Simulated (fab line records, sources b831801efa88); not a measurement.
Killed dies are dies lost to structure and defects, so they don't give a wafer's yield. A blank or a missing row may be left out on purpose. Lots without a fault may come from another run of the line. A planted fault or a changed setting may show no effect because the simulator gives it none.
A struck lot beside a sound one | flow sky130 | 43 steps out of a route of 708
Sound: wafers L844.1, L844.2, L844.6. Struck: wafers L852.1, L852.3, L852.6. The cause comes at the end.
At each step with rows: each side's tool, then ch and its chambers, then its first start. Under that, the readings that differ: sound wafers | struck wafers | difference of the means | sigmas: that difference in standard deviations of wafers without a fault.
alike: readings whose means differ by less than 2 such deviations, and words and numbers that are the same on both sides. not compared: withheld readings, readings that some wafer has no value for, bounds like >300 that may hide the same value, and numbers for which the record gives no deviation and whose values overlap.
The two part at a step that has a row with sigmas, a row that says differs or no value, or rows on one side only. Numbers that don't overlap but have no deviation are shown without sigmas and don't part them. A reading that every wafer of one side lacks parts them only if that side has two wafers or more.

first, 1 step without rows for these wafers: SKY_VT_ADJUST_LVTN_IMPLANT_08.
SKY_VT_ADJUST_LVTN_STRIP_09: strips in O2/N2.
  sound on plasma_asher-02 ch 0,1, day 7 01:02; struck on plasma_asher-02 ch 0,1, day 9 07:03
  alike: drypump_motor_current_A, o2_flow_sccm, oes_product_au, strip_time_to_endpoint_s
  not compared: rf_hours_counter_h
SKY_VT_ADJUST_LVTN_TW_MEAS_10:
  sound on film_metro-01, day 7 01:08; struck on film_metro-03, day 9 07:09
  reading           | sound             | struck            | difference | sigmas
  VT_ADJUST_LVTN_TW | 242.3 242.8 241.6 | 236.9 237.2 235.8 | -5.6       | -2
then, 7 steps without rows for these wafers: SKY_VT_ADJUST_LVTN_DEHYDRATE_11 (time 60 s); SKY_VT_ADJUST_LVTN_HMDS_12 (prime time 60 s); SKY_VT_ADJUST_LVTN_COAT_13 (resist thk 1140 nm); SKY_VT_ADJUST_LVTN_SOFTBAKE_14 (time 60 s); SKY_VT_ADJUST_LVTN_EXPOSE_15 (exposes mask HVN STD DERIVED, target cd 600 nm); SKY_VT_ADJUST_LVTN_PEB_16; SKY_VT_ADJUST_LVTN_DEVELOP_17 (develop time 60 s).
SKY_VT_ADJUST_LVTN_OVL_MEAS_18:
  sound on overlay-01, day 7 21:04; struck on overlay-01, day 10 05:46
  alike: VT_ADJUST_LVTN_01_OVL
then, 1 step without rows for these wafers: SKY_VT_ADJUST_LVTN_IMPLANT_19.
SKY_VT_ADJUST_LVTN_STRIP_20: strips in O2/N2.
  sound on plasma_asher-02 ch 0,1, day 7 21:15; struck on plasma_asher-02 ch 0, day 10 05:57
  reading             | sound          | struck         | difference | sigmas
  o2_flow_sccm (sccm) | 2994 3016 3012 | 2977 2983 2985 | -26        | -3
  alike: drypump_motor_current_A, oes_product_au, strip_time_to_endpoint_s
  not compared: rf_hours_counter_h
SKY_VT_ADJUST_LVTN_TW_MEAS_21:
  sound on film_metro-04, day 7 21:21; struck on film_metro-01, day 10 06:03
  alike: VT_ADJUST_LVTN_2_TW
then, 7 steps without rows for these wafers: SKY_VT_ADJUST_NCORE_DEHYDRATE_00 (time 60 s); SKY_VT_ADJUST_NCORE_HMDS_01 (prime time 60 s); SKY_VT_ADJUST_NCORE_COAT_02 (resist thk 1140 nm); SKY_VT_ADJUST_NCORE_SOFTBAKE_03 (time 60 s); SKY_VT_ADJUST_NCORE_EXPOSE_04 (exposes mask LVTN COMPLEMENT THIN, target cd 380 nm); SKY_VT_ADJUST_NCORE_PEB_05; SKY_VT_ADJUST_NCORE_DEVELOP_06 (develop time 60 s).
SKY_VT_ADJUST_NCORE_CD_MEAS_07: target cd 380 nm.
  sound on cd_sem-02, day 8 18:07; struck on cd_sem-01, day 11 04:40
  alike: cd_nm
SKY_VT_ADJUST_NCORE_OVL_MEAS_08:
  sound on overlay-01, day 8 18:14; struck on overlay-01, day 11 04:47
  alike: VT_ADJUST_NCORE_OVL
then, 1 step without rows for these wafers: SKY_VT_ADJUST_NCORE_IMPLANT_09.
SKY_VT_ADJUST_NCORE_STRIP_10: strips in O2/N2.
  sound on plasma_asher-01 ch 0,1, day 8 18:25; struck on plasma_asher-04 ch 0, day 11 04:59
  alike: drypump_motor_current_A, o2_flow_sccm, oes_product_au, strip_time_to_endpoint_s
  not compared: rf_hours_counter_h
SKY_VT_ADJUST_NCORE_TW_MEAS_11:
  sound on film_metro-04, day 8 18:31; struck on film_metro-04, day 11 05:05
  alike: VT_ADJUST_NCORE_TW
then, 7 steps without rows for these wafers: SKY_VT_ADJUST_HVTR_DEHYDRATE_00 (time 60 s); SKY_VT_ADJUST_HVTR_HMDS_01 (prime time 60 s); SKY_VT_ADJUST_HVTR_COAT_02 (resist thk 1140 nm); SKY_VT_ADJUST_HVTR_SOFTBAKE_03 (time 60 s); SKY_VT_ADJUST_HVTR_EXPOSE_04 (exposes mask HVTRM, target cd 380 nm); SKY_VT_ADJUST_HVTR_PEB_05; SKY_VT_ADJUST_HVTR_DEVELOP_06 (develop time 60 s).
SKY_VT_ADJUST_HVTR_CD_MEAS_07: target cd 380 nm.
  sound on cd_sem-01, day 9 15:28; struck on cd_sem-01, day 12 05:22
  alike: cd_nm
SKY_VT_ADJUST_HVTR_OVL_MEAS_08:
  sound on overlay-02, day 9 15:35; struck on overlay-01, day 12 05:29
  alike: VT_ADJUST_HVTR_OVL
then, 1 step without rows for these wafers: SKY_VT_ADJUST_HVTR_IMPLANT_09.
SKY_VT_ADJUST_HVTR_STRIP_10: strips in O2/N2.
  sound on plasma_asher-03 ch 0,1, day 9 15:46; struck on plasma_asher-03 ch 0, day 12 05:41
  alike: drypump_motor_current_A, o2_flow_sccm, oes_product_au, strip_time_to_endpoint_s
  not compared: rf_hours_counter_h
SKY_VT_ADJUST_HVTR_TW_MEAS_11:
  sound on film_metro-02, day 9 15:52; struck on film_metro-01, day 12 05:47
  alike: VT_ADJUST_HVTR_TW
then, 4 steps without rows for these wafers: SKY_VT_ADJUST_PCH_DEHYDRATE_00 (time 60 s); SKY_VT_ADJUST_PCH_HMDS_01 (prime time 60 s); SKY_VT_ADJUST_PCH_COAT_02 (resist thk 3000 nm); SKY_VT_ADJUST_PCH_SOFTBAKE_03.
-- the record jumps here: 36 days lie between the struck wafers' starts before and after (it left off in module VT_ADJUST_PCH and takes up again in module PAD_OPEN, whose first step shown is number 708 of the route) --
SKY_PAD_OPEN_PROBE_99:
  sound on prober-02, day 45 18:46; struck on prober-01, day 48 03:38
  reading             | sound    | struck                                                                     | difference                   | sigmas
  hold                | - - -    | await_dispo/8.7h/release await_dispo/8.7h/release await_dispo/8.7h/release | no value on the sound wafers |
  killed_at_front_end | 15 14 11 | 51 50 49                                                                   | +37                          | +9
  killed_dies         | 90 91 83 | 111 124 105                                                                | +25                          | +3
  alike: killed_at_M0_to_M3, killed_at_M4_up, killed_at_contacts, killed_at_other, killed_open, killed_short

WHERE THEY PART
First at SKY_VT_ADJUST_LVTN_TW_MEAS_10; last, within this record, at SKY_PAD_OPEN_PROBE_99.

WHY: what the simulator had put in
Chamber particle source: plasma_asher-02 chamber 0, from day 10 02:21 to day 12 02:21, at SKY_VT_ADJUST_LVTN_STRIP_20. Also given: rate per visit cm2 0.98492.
